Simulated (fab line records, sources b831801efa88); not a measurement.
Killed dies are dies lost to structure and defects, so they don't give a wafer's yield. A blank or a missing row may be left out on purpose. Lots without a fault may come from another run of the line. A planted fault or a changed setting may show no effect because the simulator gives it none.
Which tool did it? | flow sky130 | 11 lots, 33 wafers sampled, at 1 step of a route of 708

WHAT THE GAUGES READ, wafer by wafer
SKY_VIA4_BOW_MEAS_03. Usual: VIA4_BOW 80 um, standard deviation 9.
lot  | measured     | on            | VIA4_BOW (um) | flag
L119 | day 41 18:26 | film_metro-01 | 87 80 83      |
L121 | day 42 04:10 | film_metro-03 | 84 85 78      |
L122 | day 42 14:23 | film_metro-04 | 104 96 86     |
L125 | day 43 10:09 | film_metro-04 | 83 81 88      |
L128 | day 44 17:34 | film_metro-01 | 82 77 85      |
L134 | day 46 05:20 | film_metro-03 | 76 74 73      |
L136 | day 46 17:27 | film_metro-03 | 78 86 93      |
L135 | day 46 18:56 | film_metro-01 | 81 89 71      |
L138 | day 47 02:09 | film_metro-03 | 82 80 73      |
L140 | day 47 11:39 | film_metro-03 | 84 80 63      |
L141 | day 47 16:57 | film_metro-01 | 61 66 63      |

WHICH TOOL RAN EACH LOT (tool, then ch and the chambers of the sampled wafers, then the start)
The record holds no process step before these readings.

WHAT THE TOOLS THEMSELVES READ (means of the sampled wafers that have a number; where no wafer has one, the mark that the record gives instead)
The record holds no such reading with a usual standard deviation.

THE ANSWER, worked out from the rows above alone
Rule: a lot is off if the mean of its wafers that have a number lies more than 3 standard deviations from the usual mean. A lot without any number at a reading at which 4 lots or more have one is off too. The other lots that the step has rows for count as sound. The gauges are gone through in route order, then the tools' own readings, and for those a lot's mean is taken as printed above. The first step at which some lot is off is used, and at that step the reading that is off furthest; a lot without a number counts as furthest.
No lot is off at any reading shown: from this, nothing can be told.

WHAT THE SIMULATOR HAD PUT IN
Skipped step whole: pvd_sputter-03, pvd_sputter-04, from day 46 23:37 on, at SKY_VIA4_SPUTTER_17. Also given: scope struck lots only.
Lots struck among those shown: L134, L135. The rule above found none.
